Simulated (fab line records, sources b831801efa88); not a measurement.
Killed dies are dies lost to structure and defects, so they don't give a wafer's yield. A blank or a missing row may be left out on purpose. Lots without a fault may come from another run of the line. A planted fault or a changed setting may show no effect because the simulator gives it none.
fab line records | flow sfq_line
record lots=5 wafers=23
route steps=325 shown L0@6 L0V@20 M0@29 I0@48 M1@63 I1@74
start_h: hours from the record's first day to the start of the lot's first wafer shown | wait_h: hours since the lot's step before | " the same as in the row above | L1.1+2: a row that stands for several wafers | - no value, or no start given | * or withheld: withheld | < > ~ a bound
route shown NAME@n: a module of which the file shows steps, and the number in the route of the first | usual: mean/standard deviation of fault-free wafers | same: alike in all rows | chamber/n: place in a boat | sites: the reading at each site | _std_site: their standard deviation | _edge_site: outer sites' mean less inner sites' | radius_mm: how far each site lies from the wafer's centre | mask NAME#n: copy n | behind: the tool/chamber that last shaped the wafer | hold: why the lot was held/for how many hours/how that ended | device: the transistor (n, p or np) that didn't switch | end of line: the same wafers' tests at the end of the route | a step without rows: its recipe alone | killed: dies lost to structure and defects at the first sort, not the wafer's yield | map: a wafer's dies, x killed, . not, _ none there
set.NAME: the setting as run; set.NAME@STEP: as run at that earlier step | model.NAME: the simulator's own value behind a step, which no gauge read
lots whose settings were changed on purpose; a table a step, a row a wafer
## steps
# step SFQ_TRILAYER_L0_LITHO_COAT_010
# recipe resist=BARC spin_rpm=3000 resist_thk_nm=62
# columns lot.wafer tool chamber start_h wait_h set.spin_rpm model.BARC_of_TRILAYER_L0_LITHO_COAT_010.thk_nm
L078.2 litho_track-01 0 32.79 0.1 3059 61.3
L078.3 " 0 " " 3059 61.22
L078.4 " 0 " " 3000 61.87
L078.5 " 0 " " 3059 61.21
L078.6 " 0 " " 3000 61.73
L079.1 litho_track-01 0 37.74 0.1 3000 61.98
L079.2+3 " 0 " " 3000 62.27
L081.1 litho_track-04 0 47.74 0.1 2884 63.28
L081.2 " 0 " " 3000 61.93
L081.4 " 0 " " 3000 62.21
L081.5 " 0 " " 3000 62.15
L081.6 " 0 " " 2884 63.31
L083.1 litho_track-03 0 57.74 0.1 3152 60.5
L083.3 " 0 " " 3000 61.99
L083.4 " 0 " " 3152 60.43
L083.5 " 0 " " 3000 62.2
L083.6 " 0 " " 3152 60.72
L084.1 litho_track-03 0 62.74 0.1 3000 62.05
L084.2+6 " 0 " " 3000 62.2
L084.3 " 0 " " 3000 61.93
L084.5 " 0 " " 3000 62.17
# step SFQ_TRILAYER_L0_BARC_OPEN_METAL_ETCH_010
# recipe mask_material=PR chemistry=O2 target_depth_nm=125 target=BARC icp_w=600 bias_w=80 pressure_mtorr=10 time_s=41.7
# columns lot.wafer tool chamber start_h wait_h set.time_s model.KrF_of_TRILAYER_L0_LITHO_COAT_005.thk_nm
L078.2 rie_metal-04 0 78.66 0.1 36.32 530.3
L078.3 " 0 " " 41.7 525.6
L078.4 " 1 " " 36.32 529.9
L078.5 " 1 " " 41.7 521.5
L078.6 " 0 " " 36.32 531.3
L079.1 rie_metal-02 1 89.42 0.1 41.7 525.7
L079.2 " 0 " " 41.7 524.7
L079.3 " 0 " " 41.7 523.4
L081.1 rie_metal-01 1 102.72 0.1 41.7 520.1
L081.2 " 0 " " 41.7 519.7
L081.4 " 0 " " 41.7 522.6
L081.5 " 1 " " 41.7 521
L081.6 " 0 " " 41.7 520.4
L083.1 rie_metal-04 0 106.32 0.1 47.94 518.5
L083.3 " 0 " " 47.94 516.5
L083.4 " 1 " " 41.7 522.8
L083.5 " 0 " " 47.94 517.3
L083.6 " 1 " " 41.7 523.6
L084.1 rie_metal-04 1 112.32 0.1 41.7 523.5
L084.2 " 0 " " 45.83 519.4
L084.3 " 1 " " 45.83 516.1
L084.5 " 0 " " 45.83 520.7
L084.6 " 1 " " 41.7 522.7
# step SFQ_TRILAYER_L0_VIA_LITHO_EXPOSE_014
# recipe mask_id=L0V na=0.6 source_shape=conventional sigma_outer=0.65 target_cd_nm=700 dose_mj=21.3
# columns lot.wafer tool chamber start_h wait_h mask set.dose_mj
L078.2+5+6 krf_scanner-02 0 135.08 - L0V#0 21.3
L078.3+4 " 0 " " L0V#0 20.72
L079.1+2+3 krf_scanner-02 0 144.48 - L0V#0 21.3
L081.1+2 krf_scanner-02 0 157.68 - L0V#0 20.19
L081.4+5+6 " 0 " " L0V#0 21.3
L083.1+5 krf_scanner-02 0 163.68 - L0V#0 22.12
L083.3+4+6 " 0 " " L0V#0 21.3
L084.1+3 krf_scanner-02 0 168.48 - L0V#0 20.29
L084.2+5+6 " 0 " " L0V#0 21.3
# step SFQ_TRILAYER_L0_VIA_LITHO_PEB_016
# recipe peb_temp_c=115 peb_time_s=60 resist=KrF
# step SFQ_TRILAYER_L0_VIA_LITHO_DEVELOP_015
# recipe time_s=60 resist=KrF
# step SFQ_TRILAYER_L0_VIA_BARC_OPEN_VIA_ETCH_021
# recipe mask_material=PR chemistry=O2 target_depth_nm=125 target=BARC source_w=500 bias_w=80 pressure_mtorr=30 time_s=42.74
# columns lot.wafer tool chamber start_h wait_h set.dose_mj@TRILAYER_L0_VIA_LITHO_EXPOSE_014 model.L0V.cd_nm
L078.2 rie_diel-03 3 136.42 0.0 21.3 700.3
L078.3 " 0 " " 20.72 695.5
L078.4 " 3 " " 20.72 696.4
L078.5 " 0 " " 21.3 700
L078.6 " 1 " " 21.3 701.3
L079.1 rie_diel-02 1 146.02 0.0 21.3 700
L079.2 " 0 " " 21.3 699.9
L079.3 " 2 " " 21.3 700.4
L081.1 rie_diel-02 2 159.22 0.0 20.19 693.6
L081.2 " 1 " " 20.19 693.4
L081.4 " 3 " " 21.3 700.2
L081.5 " 0 " " 21.3 701.2
L081.6 " 1 " " 21.3 701.3
L083.1 rie_diel-02 2 165.22 0.0 22.12 706.5
L083.3 " 3 " " 21.3 699.2
L083.4 " 1 " " 21.3 700.6
L083.5 " 3 " " 22.12 705.9
L083.6 " 0 " " 21.3 699.3
L084.1 rie_diel-04 1 170.02 0.0 20.29 693.2
L084.2+5 " 2,0 " " 21.3 700.7
L084.3 " 0 " " 20.29 691.5
L084.6 " 1 " " 21.3 700.8
# step SFQ_TRILAYER_M0_DEP_SPUTTER_019
# recipe material=Nb base_pressure_pa=1.33e-06 chamber_pressure_pa=0.1333 substrate_temp_c=20 resputter_cathode_voltage_v=400 target_thk_nm=200 power_w=2000 time_s=133.3
# columns lot.wafer tool chamber start_h wait_h set.time_s model.Nb_of_TRILAYER_M0_DEP_SPUTTER_019.thk_nm
L078.2+6 pvd_sputter-06 - 137.30 0.0 133.3 200.7
L078.3 " - " " 133.3 200.2
L078.4 " - " " 133.3 201.3
L078.5 " - " " 133.3 201.2
L079.1 pvd_sputter-05 - 146.90 0.0 133.3 200.4
L079.2 " - " " 133.3 200
L079.3 " - " " 133.3 201.7
L081.1 pvd_sputter-06 - 160.10 0.0 133.3 201.6
L081.2 " - " " 133.3 198.8
L081.4 " - " " 143.9 217.8
L081.5 " - " " 143.9 218.6
L081.6 " - " " 133.3 201.3
L083.1 pvd_sputter-05 - 166.10 0.0 133.3 202.2
L083.3 " - " " 133.3 200.1
L083.4 " - " " 114.7 171.2
L083.5 " - " " 114.7 174.9
L083.6 " - " " 133.3 200.6
L084.1 pvd_sputter-04 - 170.90 0.0 119 174.9
L084.2 " - " " 133.3 199
L084.3 " - " " 119 178.6
L084.5 " - " " 119 175.3
L084.6 " - " " 133.3 197.9
# step SFQ_M0_RS_MEAS_904
# recipe thk_meas_gauge=four-point-probe reads=Nb_of_TRILAYER_M0_DEP_SPUTTER_019
# usual M0_NB_RS=0.889/0.0076
# columns lot.wafer tool chamber start_h wait_h set.time_s@TRILAYER_M0_DEP_SPUTTER_019 M0_NB_RS[ohm/sq]
L078.2 film_metro-02 - 137.41 0.1 133.3 0.889
L078.3 " - " " 133.3 0.891
L078.4 " - " " 133.3 0.885
L078.5 " - " " 133.3 0.884
L078.6 " - " " 133.3 0.888
L079.1 film_metro-04 - 146.99 0.0 133.3 0.889
L079.2 " - " " 133.3 0.893
L079.3 " - " " 133.3 0.883
L081.1 film_metro-01 - 160.19 0.0 133.3 0.882
L081.2 " - " " 133.3 0.898
L081.4 " - " " 143.9 0.818
L081.5 " - " " 143.9 0.815
L081.6 " - " " 133.3 0.884
L083.1 film_metro-04 - 166.19 0.0 133.3 0.881
L083.3 " - " " 133.3 0.892
L083.4 " - " " 114.7 1.042
L083.5 " - " " 114.7 1.023
L083.6 " - " " 133.3 0.888
L084.1 film_metro-01 - 170.99 0.0 119 1.020
L084.2 " - " " 133.3 0.896
L084.3 " - " " 119 1.000
L084.5 " - " " 119 1.017
L084.6 " - " " 133.3 0.900
# step SFQ_TRILAYER_M0_LITHO_PEB_024
# recipe peb_temp_c=115 peb_time_s=60 resist=KrF
# columns lot.wafer tool chamber start_h wait_h set.peb_time_s
L078.2+4+5 litho_track-01 0 189.39 0.8 60
L078.3+6 " 0 " " 63.01
L079.1+2+3 litho_track-02 0 198.97 1.0 60
L081.1+5 litho_track-01 0 213.37 1.0 60
L081.2+4+6 " 0 " " 55.55
L083.1+3+4+5+6 litho_track-01 0 216.97 1.0 60
L084.1+2 litho_track-01 0 224.17 1.0 53.97
L084.3+5+6 " 0 " " 60
# step SFQ_TRILAYER_M0_LITHO_DEVELOP_023
# recipe time_s=60 resist=KrF
# step SFQ_TRILAYER_M0_BARC_OPEN_METAL_ETCH_031
# recipe mask_material=PR chemistry=O2 target_depth_nm=125 target=BARC icp_w=600 bias_w=80 pressure_mtorr=10 time_s=41.7
# columns lot.wafer tool chamber start_h wait_h set.peb_time_s@TRILAYER_M0_LITHO_PEB_024 model.M0.cd_nm
L078.2 rie_metal-03 1 189.70 0.0 60 499.6
L078.3 " 0 " " 63.01 493.3
L078.4+5 " 1 " " 60 499.3
L078.6 " 0 " " 63.01 491.7
L079.1 rie_metal-01 1 199.30 0.0 60 498.3
L079.2 " 1 " " 60 498.7
L079.3 " 1 " " 60 498.8
L081.1 rie_metal-03 1 213.70 0.0 60 499.7
L081.2 " 0 " " 55.55 511.4
L081.4+6 " 1 " " 55.55 511.3
L081.5 " 0 " " 60 501.3
L083.1 rie_metal-02 0 217.30 0.0 60 502.5
L083.3 " 1 " " 60 501.5
L083.4 " 0 " " 60 503
L083.5 " 0 " " 60 504
L083.6 " 1 " " 60 502.3
L084.1 rie_metal-02 0 224.50 0.0 53.97 517.7
L084.2 " 1 " " 53.97 517.5
L084.3 " 0 " " 60 502.9
L084.5 " 1 " " 60 501.2
L084.6 " 0 " " 60 502.6
# step SFQ_TRILAYER_M0_ETCH_METAL_ETCH_024
# recipe target=Nb stop_on=SiO2 mask_material=PR chemistry=Cl2/Ar target_depth_nm=240 icp_w=600 bias_w=80 pressure_mtorr=10 time_s=120
# usual oes_product_au=0.897/0.0061
# columns lot.wafer tool chamber start_h wait_h set.time_s@TRILAYER_M0_DEP_SPUTTER_019 oes_product_au
L078.2 rie_metal-03 1 189.76 0.0 133.3 0.894
L078.3 " 0 " " 133.3 0.901
L078.4 " 1 " " 133.3 0.892
L078.5 " 1 " " 133.3 0.895
L078.6 " 0 " " 133.3 0.898
L079.1 rie_metal-01 1 199.42 0.1 133.3 0.892
L079.2 " 1 " " 133.3 0.901
L079.3 " 1 " " 133.3 0.910
L081.1 rie_metal-03 1 213.76 0.0 133.3 0.895
L081.2 " 0 " " 133.3 0.888
L081.4 " 1 " " 143.9 0.939
L081.5 " 0 " " 143.9 0.938
L081.6 " 1 " " 133.3 0.897
L083.1 rie_metal-02 0 217.36 0.0 133.3 0.901
L083.3 " 1 " " 133.3 0.896
L083.4 " 0 " " 114.7 0.825
L083.5 " 0 " " 114.7 0.831
L083.6 " 1 " " 133.3 0.895
L084.1 rie_metal-02 0 224.56 0.0 119 0.836
L084.2 " 1 " " 133.3 0.892
L084.3 " 0 " " 119 0.834
L084.5 " 1 " " 119 0.832
L084.6 " 0 " " 133.3 0.892
# step SFQ_TRILAYER_I0_VIA_LITHO_COAT_031
# recipe resist=KrF spin_rpm=3000 resist_thk_nm=650
# columns lot.wafer tool chamber start_h wait_h set.resist_thk_nm model.KrF_of_TRILAYER_I0_VIA_LITHO_COAT_031.thk_nm
L078.2 litho_track-02 0 196.01 0.2 638.5 636.5
L078.3 " 0 " " 638.5 638
L078.4 " 0 " " 650 646.6
L078.5 " 0 " " 650 648.6
L078.6 " 0 " " 650 647.8
L079.1 litho_track-03 0 206.46 0.2 650 649.3
L079.2 " 0 " " 650 650.4
L079.3 " 0 " " 650 649.4
L081.1+6 litho_track-04 0 221.17 0.2 650 653
L081.2 " 0 " " 687.4 688.2
L081.4 " 0 " " 687.4 691.1
L081.5 " 0 " " 687.4 690.5
L083.1 litho_track-02 0 226.83 0.2 650 648.2
L083.3 " 0 " " 650 648.5
L083.4+6 " 0 " " 637.7 636
L083.5 " 0 " " 637.7 636.4
L084.1 litho_track-04 0 232.83 0.2 628.1 628.7
L084.2 " 0 " " 650 652.5
L084.3 " 0 " " 650 650.9
L084.5 " 0 " " 628.1 629.6
L084.6 " 0 " " 628.1 630.3
# step SFQ_TRILAYER_I0_VIA_LITHO_EXPOSE_032
# recipe mask_id=I0 na=0.6 source_shape=conventional sigma_outer=0.65 target_cd_nm=500 dose_mj=21.3
# columns lot.wafer tool chamber start_h wait_h mask set.dose_mj
L078.2+6 krf_scanner-02 0 262.17 - I0#0 21.3
L078.3+4+5 " 0 " " I0#0 20.74
L079.1+2+3 krf_scanner-02 0 272.87 - I0#0 21.3
L081.1+4 krf_scanner-02 0 290.46 - I0#0 21.3
L081.2+5+6 " 0 " " I0#0 19.94
L083.1+4+5 krf_scanner-02 0 299.61 - I0#0 20.32
L083.3+6 " 0 " " I0#0 21.3
L084.1+3 krf_scanner-02 0 306.81 - I0#0 21.3
L084.2+5+6 " 0 " " I0#0 19.91
# step SFQ_TRILAYER_I0_VIA_LITHO_PEB_034
# recipe peb_temp_c=113.9 peb_time_s=60 resist=KrF
# step SFQ_TRILAYER_I0_VIA_LITHO_DEVELOP_033
# recipe time_s=60 resist=KrF
# step SFQ_TRILAYER_I0_VIA_BARC_OPEN_VIA_ETCH_046
# recipe mask_material=PR chemistry=O2 target_depth_nm=125 target=BARC source_w=500 bias_w=80 pressure_mtorr=30 time_s=41.7
# columns lot.wafer tool chamber start_h wait_h set.resist_thk_nm@TRILAYER_I0_VIA_LITHO_COAT_031 set.dose_mj@TRILAYER_I0_VIA_LITHO_EXPOSE_032 model.I0.cd_nm model.KrF_of_TRILAYER_I0_VIA_LITHO_COAT_031.thk_nm
L078.2 rie_diel-01 1 263.51 0.0 638.5 21.3 479.9 559.7
L078.3 " 2 " " 638.5 20.74 473.2 560.8
L078.4 " 3 " " 650 20.74 474.6 569.3
L078.5 " 2 " " 650 20.74 473.3 571.4
L078.6 " 3 " " 650 21.3 479 570.2
L079.1 rie_diel-03 1 274.41 0.0 650 21.3 480.1 572.5
L079.2 " 2 " " 650 21.3 480 573.6
L079.3 " 0 " " 650 21.3 480.5 571.6
L081.1 rie_diel-03 2 292.00 0.0 650 21.3 479.1 576.9
L081.2 " 0 " " 687.4 19.94 468.8 611.9
L081.4 " 3 " " 687.4 21.3 477 612.8
L081.5 " 3 " " 687.4 19.94 467.6 612.3
L081.6 " 0 " " 650 19.94 469.4 576.3
L083.1 rie_diel-03 1 301.15 0.0 650 20.32 473.2 571.3
L083.3 " 3 " " 650 21.3 480.5 570.8
L083.4 " 2 " " 637.7 20.32 471 559.8
L083.5 " 1 " " 637.7 20.32 473.9 559.8
L083.6 " 0 " " 637.7 21.3 480.2 559.7
L084.1 rie_diel-01 0 308.35 0.0 628.1 21.3 478.4 550.5
L084.2 " 2 " " 650 19.91 466.4 575.3
L084.3 " 1 " " 650 21.3 480.6 573.5
L084.5 " 2 " " 628.1 19.91 468.6 552.5
L084.6 " 1 " " 628.1 19.91 467.5 553.3
# step SFQ_TRILAYER_I0_VIA_ETCH_VIA_ETCH_034
# recipe target=SiO2 stop_on=Nb mask_material=PR taper_deg=20 chemistry=CHF3 target_depth_nm=260 source_w=500 bias_w=80 pressure_mtorr=30 time_s=withheld
# columns lot.wafer tool chamber start_h wait_h set.dose_mj@TRILAYER_I0_VIA_LITHO_EXPOSE_032 model.I0.cd_nm
L078.2+6 rie_diel-01 1,3 263.55 0.0 21.3 477.6
L078.3 " 2 " " 20.74 472.4
L078.4 " 3 " " 20.74 473.4
L078.5 " 2 " " 20.74 472
L079.1 rie_diel-03 1 274.45 0.0 21.3 479.5
L079.2 " 2 " " 21.3 477.4
L079.3 " 0 " " 21.3 481.8
L081.1 rie_diel-03 2 292.04 0.0 21.3 476.5
L081.2 " 0 " " 19.94 470.3
L081.4 " 3 " " 21.3 477.7
L081.5 " 3 " " 19.94 467.8
L081.6 " 0 " " 19.94 469.5
L083.1 rie_diel-03 1 301.19 0.0 20.32 472.9
L083.3 " 3 " " 21.3 480.8
L083.4 " 2 " " 20.32 469.1
L083.5 " 1 " " 20.32 473.9
L083.6 " 0 " " 21.3 480
L084.1 rie_diel-01 0 308.39 0.0 21.3 476.7
L084.2 " 2 " " 19.91 464.2
L084.3 " 1 " " 21.3 478.4
L084.5 " 2 " " 19.91 465.5
L084.6 " 1 " " 19.91 466.1
# step SFQ_TRILAYER_M1_LITHO_COAT_039
# recipe resist=KrF spin_rpm=3000 resist_thk_nm=600
# columns lot.wafer tool chamber start_h wait_h set.resist_thk_nm model.KrF_of_TRILAYER_M1_LITHO_COAT_039.thk_nm
L078.2 litho_track-04 0 265.10 0.2 600 597.2
L078.3 " 0 " " 633.6 633.1
L078.4 " 0 " " 633.6 631.7
L078.5 " 0 " " 600 598.7
L078.6 " 0 " " 600 597.8
L079.1 litho_track-04 0 276.15 0.2 600 601.3
L079.2 " 0 " " 600 600
L079.3 " 0 " " 600 601
L081.1 litho_track-01 0 293.53 0.2 600 599.7
L081.2 " 0 " " 600 599.3
L081.4 " 0 " " 631.6 629.3
L081.5 " 0 " " 600 600.1
L081.6 " 0 " " 631.6 629.4
L083.1 litho_track-04 0 302.68 0.2 600 598.5
L083.3 " 0 " " 600 599.4
L083.4 " 0 " " 600 596.9
L083.5 " 0 " " 600 597.7
L083.6 " 0 " " 600 597.4
L084.1 litho_track-03 0 309.88 0.2 600 599.3
L084.2 " 0 " " 589.4 589.5
L084.3 " 0 " " 600 599.4
L084.5 " 0 " " 589.4 588.2
L084.6 " 0 " " 600 599.6
# step SFQ_TRILAYER_I1_CMP_CMP_046
# recipe material=SiO2 down_force_psi=3 platen_rpm=60 pad_velocity_m_s=0.94248
# columns lot.wafer tool chamber start_h wait_h set.leave_above_ref_nm model.SiO2_of_TRILAYER_I1_DEP_PECVD_045.thk_nm
L078.4+2 cmp-01 3,0 344.79 3.0 200 201.4
L078.3 " 1 345.79 4.0 189.8 188.7
L078.6 " 3 346.79 5.0 189.8 191.4
L078.5 " 0 " " 189.8 191.5
L079.2 cmp-01 3 356.79 1.0 200 202.2
L079.1 " 0 " " 200 201.3
L079.3 " 1 " " 200 199.7
L081.1 cmp-02 1 378.59 1.2 200 200.4
L081.4 " 2 " " 193.3 194.9
L081.2 " 3 " " 193.3 192.9
L081.6 " 1 380.59 3.2 193.3 194.1
L081.5 " 2 " " 200 201.5
L083.4 cmp-01 3 386.82 0.0 205 206.2
L083.3 " 0 " " 200 201.5
L083.1 " 2 388.32 1.5 205 205.8
L083.6 " 3 " " 205 206.6
L083.5 " 0 " " 200 200.6
L084.1 cmp-02 1 396.32 1.1 200 200.3
L084.3 " 2 " " 209.3 211.2
L084.2 " 3 " " 200 201
L084.5 " 0 " " 200 200.6
L084.6 " 1 " " 209.3 209.4
# step SFQ_TRILAYER_I1_METRO_MEASURE_047
# usual thk_nm=201.0/1
# columns lot.wafer tool chamber start_h wait_h set.leave_above_ref_nm@TRILAYER_I1_CMP_CMP_046 thk_nm
L078.2 film_metro-02 - 348.11 0.3 200 201.3
L078.3 " - " " 189.8 188.8
L078.4 " - " " 200 201.3
L078.5 " - " " 189.8 191.5
L078.6 " - " " 189.8 191.5
L079.1 film_metro-02 - 359.91 0.1 200 201.3
L079.2 " - " " 200 202.3
L079.3 " - " " 200 199.7
L081.1 film_metro-03 - 381.71 0.1 200 200.4
L081.2 " - " " 193.3 192.8
L081.4 " - " " 193.3 195.0
L081.5 " - " " 200 201.2
L081.6 " - " " 193.3 194.1
L083.1 film_metro-02 - 389.94 0.1 205 205.9
L083.3 " - " " 200 201.8
L083.4 " - " " 205 206.3
L083.5 " - " " 200 200.7
L083.6 " - " " 205 206.7
L084.1 film_metro-02 - 398.94 0.1 200 200.3
L084.2 " - " " 200 200.8
L084.3 " - " " 209.3 211.3
L084.5 " - " " 200 200.6
L084.6 " - " " 209.3 209.4
# step SFQ_TRILAYER_I1_VIA_BARC_OPEN_VIA_ETCH_071
# recipe mask_material=PR chemistry=O2 target_depth_nm=125 target=BARC source_w=500 bias_w=80 pressure_mtorr=30 time_s=41.7
# columns lot.wafer tool chamber start_h wait_h set.source_w model.KrF_of_TRILAYER_I1_VIA_LITHO_COAT_049.thk_nm
L078.2 rie_diel-02 0 440.94 0.0 500 575.2
L078.3 " 1 " " 500 574.8
L078.4 " 3 " " 500 573.9
L078.5 " 2 " " 452.9 576.9
L078.6 " 3 " " 452.9 579.8
L079.1 rie_diel-04 2 454.24 0.0 500 572.9
L079.2 " 0 " " 500 573.9
L079.3 " 3 " " 500 571.4
L081.1 rie_diel-02 2 475.39 0.0 500 569.9
L081.2 " 3 " " 500 571.3
L081.4 " 1 " " 545.5 567.6
L081.5 " 3 " " 545.5 567
L081.6 " 0 " " 500 570.6
L083.1 rie_diel-01 0 489.79 0.0 452.2 576.7
L083.3 " 1 " " 500 571
L083.4 " 2 " " 500 570.5
L083.5 " 2 " " 500 571.6
L083.6 " 1 " " 452.2 578.7
L084.1 rie_diel-04 3 498.26 0.0 500 571.5
L084.2 " 1 " " 500 573.4
L084.3 " 0 " " 526.4 571.3
L084.5 " 1 " " 526.4 571.2
L084.6 " 0 " " 500 573.7
## key
split step=SFQ_TRILAYER_L0_LITHO_COAT_010 setting=spin_rpm stated=3000 by=wafer
response step=SFQ_TRILAYER_L0_LITHO_COAT_010 reading=model.BARC_of_TRILAYER_L0_LITHO_COAT_010.thk_nm change=-0.305 per=1% r=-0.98
split step=SFQ_TRILAYER_L0_BARC_OPEN_METAL_ETCH_010 setting=time_s stated=41.7 by=wafer
response step=SFQ_TRILAYER_L0_BARC_OPEN_METAL_ETCH_010 reading=model.KrF_of_TRILAYER_L0_LITHO_COAT_005.thk_nm change=-0.45 per=1% r=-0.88
split step=SFQ_TRILAYER_L0_VIA_LITHO_EXPOSE_014 setting=dose_mj stated=21.3 by=wafer
response step=SFQ_TRILAYER_L0_VIA_BARC_OPEN_VIA_ETCH_021 reading=model.L0V.cd_nm change=+1.61 per=1% r=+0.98
split step=SFQ_TRILAYER_M0_DEP_SPUTTER_019 setting=time_s stated=133.3 by=wafer
response step=SFQ_TRILAYER_M0_DEP_SPUTTER_019 reading=model.Nb_of_TRILAYER_M0_DEP_SPUTTER_019.thk_nm change=+2.06 per=1% r=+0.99
response step=SFQ_M0_RS_MEAS_904 reading=M0_NB_RS change=-0.0102 per=1% r=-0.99
response step=SFQ_TRILAYER_M0_ETCH_METAL_ETCH_024 reading=oes_product_au change=+0.00522 per=1% r=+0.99
split step=SFQ_TRILAYER_M0_LITHO_PEB_024 setting=peb_time_s stated=60 by=wafer
response step=SFQ_TRILAYER_M0_BARC_OPEN_METAL_ETCH_031 reading=model.M0.cd_nm change=-1.49 per=1% r=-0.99
split step=SFQ_TRILAYER_I0_VIA_LITHO_COAT_031 setting=resist_thk_nm stated=650 by=wafer
response step=SFQ_TRILAYER_I0_VIA_LITHO_COAT_031 reading=model.KrF_of_TRILAYER_I0_VIA_LITHO_COAT_031.thk_nm change=+6.42 per=1% r=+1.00
response step=SFQ_TRILAYER_I0_VIA_BARC_OPEN_VIA_ETCH_046 reading=model.KrF_of_TRILAYER_I0_VIA_LITHO_COAT_031.thk_nm change=+6.24 per=1% r=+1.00
split step=SFQ_TRILAYER_I0_VIA_LITHO_EXPOSE_032 setting=dose_mj stated=21.3 by=wafer
response step=SFQ_TRILAYER_I0_VIA_BARC_OPEN_VIA_ETCH_046 reading=model.I0.cd_nm change=+1.7 per=1% r=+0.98
response step=SFQ_TRILAYER_I0_VIA_ETCH_VIA_ETCH_034 reading=model.I0.cd_nm change=+1.64 per=1% r=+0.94
split step=SFQ_TRILAYER_M1_LITHO_COAT_039 setting=resist_thk_nm stated=600 by=wafer
response step=SFQ_TRILAYER_M1_LITHO_COAT_039 reading=model.KrF_of_TRILAYER_M1_LITHO_COAT_039.thk_nm change=+5.91 per=1% r=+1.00
split step=SFQ_TRILAYER_I1_CMP_CMP_046 setting=leave_above_ref_nm stated=200 by=wafer
response step=SFQ_TRILAYER_I1_CMP_CMP_046 reading=model.SiO2_of_TRILAYER_I1_DEP_PECVD_045.thk_nm change=+2.09 per=1% r=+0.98
response step=SFQ_TRILAYER_I1_METRO_MEASURE_047 reading=thk_nm change=+2.08 per=1% r=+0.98
split step=SFQ_TRILAYER_I1_VIA_BARC_OPEN_VIA_ETCH_071 setting=source_w stated=500 by=wafer
response step=SFQ_TRILAYER_I1_VIA_BARC_OPEN_VIA_ETCH_071 reading=model.KrF_of_TRILAYER_I1_VIA_LITHO_COAT_049.thk_nm change=-0.473 per=1% r=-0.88
